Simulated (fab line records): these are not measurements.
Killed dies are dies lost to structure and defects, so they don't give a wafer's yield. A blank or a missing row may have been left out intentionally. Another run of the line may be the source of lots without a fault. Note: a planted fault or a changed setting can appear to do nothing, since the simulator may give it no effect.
Problem report, 8D (eight disciplines) form, completed by code ; flow gf180mcu ; the parts of the form that need people (team, actions taken, sign-off) are left out

## 1. PROBLEM STATEMENT
Mean of beam energy keV at GF_VT_IMPLANT_IMPLANT_19: 103.18 across 6 wafers in 2 lots; on wafers with no fault it is 100.00 (standard deviation 0.036). That is +88 standard deviations from the usual mean.
Earliest sighting: wafer L389.2 on implanter-04 at day 8 13:54. The record has a number at this step for 18 wafers belonging to 6 lots. By rule, "out" or "out of limits" means more than 4 standard deviations away from the usual mean. All remaining wafers that have a number are taken as sound.

## 2. WHAT IT IS, WHAT IT ISN'T
question;is;is not
which readings at this step;beam energy keV;-
which lots;L389, L390;L395, L397, L401, L402
which wafers of those lots;all that have a number;-
read on which tools;implanter-04;implanter-01
when;from day 8 13:54;"up to then (0 sound wafers); but 12 sound wafers of L395, L397, L401, L402 came after"

## 3. SUSPECTS, AND WHAT RULES EACH OUT
Counting: a tool at any process step up to the reading remains a suspect when it ran all the lots that are out and ran no sound lot after the first of those.
- implanter-04 at GF_VT_IMPLANT_IMPLANT_19: ruled out as a lasting fault. After its first lot that is out, L389 (day 8 13:54), sound lots L402 ran on it.
Left after counting: nothing in the record.

## 4. THE CAUSE (what the simulator had put in)
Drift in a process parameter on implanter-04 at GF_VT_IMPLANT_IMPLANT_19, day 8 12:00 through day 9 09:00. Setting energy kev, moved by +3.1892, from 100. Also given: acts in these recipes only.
Counting ruled it out, wrongly.

## 5. THE CHAIN OF EFFECTS, in route order
One row per reading whose mean, taken over the struck wafers that have a number, lies over 3 standard deviations from the usual. Only readings whose record carries a usual standard deviation are examined. hours: median over the lots of the time between each lot's start at the first step of this table that gives one and its start at this step. sigmas: the change, counted in usual standard deviations.
hours;step;reading;usual;on struck wafers;change;sigmas
0;GF_VT_IMPLANT_IMPLANT_19;beam energy keV;100.00;103.18;+3.18;+88
Process steps it contains:
- GF_VT_IMPLANT_IMPLANT_19

## 6. WHAT WOULD HAVE CAUGHT IT SOONER
In this record no reading fell out of limits until day 8 13:54, 2 hours after the fault had begun at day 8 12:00.
